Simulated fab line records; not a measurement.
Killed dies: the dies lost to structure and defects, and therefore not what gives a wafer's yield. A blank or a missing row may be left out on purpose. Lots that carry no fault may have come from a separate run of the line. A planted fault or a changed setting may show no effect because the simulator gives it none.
Which tool is to blame? + flow sky130 + 12 lots, 36 wafers sampled, at 5 steps of a route of 708

WHAT EACH GAUGE READ, for each wafer
SKY_LI_CONTACT_RS_MEAS_22: the measuring method here is four-point-probe.
| lot  | measured     | on            | LI_CONTACT_W_RS (ohm/sq) |
|------|--------------|---------------|--------------------------|
| L650 | day 30 05:58 | film_metro-04 | 0.281 0.283 0.284        |
| L651 | day 30 21:29 | film_metro-04 | 0.287 0.284 0.291        |
| L654 | day 32 01:56 | film_metro-02 | 0.281 0.283 0.289        |
| L655 | day 32 09:38 | film_metro-02 | 0.283 0.285 0.287        |
| L656 | day 32 17:11 | film_metro-01 | 0.286 0.286 0.282        |
| L659 | day 33 18:14 | film_metro-02 | 0.286 0.291 0.292        |
| L661 | day 34 09:14 | film_metro-04 | 0.296 0.285 0.292        |
| L666 | day 36 09:50 | film_metro-04 | 0.290 0.281 0.289        |
| L667 | day 36 20:56 | film_metro-04 | 0.293 0.295 0.292        |
| L669 | day 37 03:16 | film_metro-04 | 0.288 0.288 0.288        |
| L670 | day 37 12:59 | film_metro-04 | 0.287 0.291 0.289        |
| L672 | day 38 01:31 | film_metro-02 | 0.288 0.286 0.285        |

SKY_LOCAL_INTERCONNECT_OVL_MEAS_12.
| lot  | measured     | on         | LOCAL_INTERCONNECT_OVL (nm) |
|------|--------------|------------|-----------------------------|
| L650 | day 31 11:19 | overlay-01 | 12 5 5                      |
| L651 | day 32 02:53 | overlay-02 | -2 2 -2                     |
| L654 | day 33 08:07 | overlay-01 | 0 7 -5                      |
| L655 | day 33 14:43 | overlay-01 | 0 -6 -3                     |
| L656 | day 33 22:28 | overlay-01 | 8 11 11                     |
| L659 | day 34 23:28 | overlay-01 | 5 15 11                     |
| L661 | day 35 14:13 | overlay-01 | 4 4 12                      |
| L666 | day 37 16:01 | overlay-02 | 5 6 6                       |
| L667 | day 38 02:46 | overlay-02 | 6 5 8                       |
| L669 | day 38 08:34 | overlay-01 | 9 9 3                       |
| L670 | day 38 18:43 | overlay-01 | 13 5 6                      |
| L672 | day 39 07:13 | overlay-02 | 2 3 0                       |

SKY_CONTACT_THK_MEAS_01.
| lot  | measured     | on            | CONTACT_CVD_00_THK (nm) |
|------|--------------|---------------|-------------------------|
| L650 | day 31 12:08 | film_metro-03 | 76.6 75.8 76.0          |
| L651 | day 32 03:40 | film_metro-02 | 76.0 76.0 76.5          |
| L654 | day 33 08:54 | film_metro-03 | 73.7 73.2 74.4          |
| L655 | day 33 15:30 | film_metro-02 | 75.6 74.8 75.9          |
| L656 | day 33 23:21 | film_metro-02 | 74.4 74.2 76.2          |
| L659 | day 35 00:17 | film_metro-01 | 97.3 97.3 75.7          |
| L661 | day 35 15:00 | film_metro-03 | 75.3 97.1 75.9          |
| L666 | day 37 16:48 | film_metro-03 | 74.4 74.3 74.4          |
| L667 | day 38 03:33 | film_metro-02 | 75.7 76.2 77.1          |
| L669 | day 38 09:20 | film_metro-03 | 75.5 76.5 76.6          |
| L670 | day 38 19:31 | film_metro-03 | 73.5 75.1 76.7          |
| L672 | day 39 08:01 | film_metro-03 | 73.2 73.3 76.4          |

SKY_CONTACT_THK_MEAS_03.
| lot  | measured     | on            | CONTACT_HDPCVD_THK (nm) |
|------|--------------|---------------|-------------------------|
| L650 | day 31 12:16 | film_metro-01 | 567 565 575             |
| L651 | day 32 03:48 | film_metro-03 | 574 572 573             |
| L654 | day 33 09:04 | film_metro-01 | 571 568 567             |
| L655 | day 33 15:38 | film_metro-01 | 571 574 568             |
| L656 | day 33 23:29 | film_metro-01 | 569 570 576             |
| L659 | day 35 00:25 | film_metro-02 | 572 569 563             |
| L661 | day 35 15:08 | film_metro-01 | 566 572 574             |
| L666 | day 37 16:56 | film_metro-03 | 566 559 553             |
| L667 | day 38 03:41 | film_metro-03 | 552 564 560             |
| L669 | day 38 09:28 | film_metro-03 | 558 570 559             |
| L670 | day 38 19:38 | film_metro-03 | 556 570 570             |
| L672 | day 39 08:09 | film_metro-02 | 567 566 551             |

TOOL THAT RAN EACH LOT (tool first, then ch and the chambers of the sampled wafers, then the start)
| lot  | SKY_CONTACT_CVD_00              |
|------|---------------------------------|
| L650 | pecvd-02 ch 1,2, day 31 12:05   |
| L651 | pecvd-02 ch 0,1,2, day 32 03:38 |
| L654 | pecvd-03 ch 1,2, day 33 08:52   |
| L655 | pecvd-02 ch 0,2, day 33 15:28   |
| L656 | pecvd-02 ch 0,1,2, day 33 23:19 |
| L659 | pecvd-02 ch 0,1,2, day 35 00:14 |
| L661 | pecvd-02 ch 0,1,2, day 35 14:57 |
| L666 | pecvd-03 ch 1,2, day 37 16:45   |
| L667 | pecvd-02 ch 0,1,2, day 38 03:31 |
| L669 | pecvd-02 ch 0,1,2, day 38 09:18 |
| L670 | pecvd-03 ch 0,1, day 38 19:28   |
| L672 | pecvd-03 ch 0,1,2, day 39 07:59 |
- SKY_CONTACT_CVD_00: deposits Si3N4, target thk 75 nm.

AS READ BY THE TOOLS THEMSELVES (means over the sampled wafers that have a number; for cases with no such wafer, the mark the record gives instead)
SKY_CONTACT_CVD_00.
| lot  | tool     | heater_power_w (W) |
|------|----------|--------------------|
| L650 | pecvd-02 | 775                |
| L651 | pecvd-02 | 707                |
| L654 | pecvd-03 | 667                |
| L655 | pecvd-02 | 571                |
| L656 | pecvd-02 | 680                |
| L659 | pecvd-02 | 705                |
| L661 | pecvd-02 | 620                |
| L666 | pecvd-03 | 635                |
| L667 | pecvd-02 | 672                |
| L669 | pecvd-02 | 689                |
| L670 | pecvd-03 | 638                |
| L672 | pecvd-03 | 658                |

THE ANSWER, worked out from the rows above alone
Rule: the usual values come from the lots themselves. The widest of any qualifying gaps counts: lots, ordered by their means at a reading, are off when they make up no more than a third of the lots, leave a main group of 4 or more, and stand apart from it by 3 or more times the standard deviation of that group's means. Not used: any main group whose means are identical at the precision the tables above print for the reading. Also off: a lot with no number at a reading for which 4 or more lots have one. Where the step has rows for the other lots, those lots are counted as sound. After the gauges, taken in route order, come the tools' own readings; for these a lot's mean is taken, as printed above. At the first step where some lot is off, the reading lying furthest off is the one used; lots without a number count as furthest.
Off: L659, L661, at SKY_CONTACT_THK_MEAS_01 (CONTACT_CVD_00_THK). The main group: mean 75.3 nm, standard deviation 0.88.
A tool fits if, at a process step before that reading, it ran every lot that is off, and no sound lot after the first of them. Gauges at SKY_CONTACT_THK_MEAS_01: tried the same way as those tools. Of those tried, none fits.

WHAT THE SIMULATOR PUT IN
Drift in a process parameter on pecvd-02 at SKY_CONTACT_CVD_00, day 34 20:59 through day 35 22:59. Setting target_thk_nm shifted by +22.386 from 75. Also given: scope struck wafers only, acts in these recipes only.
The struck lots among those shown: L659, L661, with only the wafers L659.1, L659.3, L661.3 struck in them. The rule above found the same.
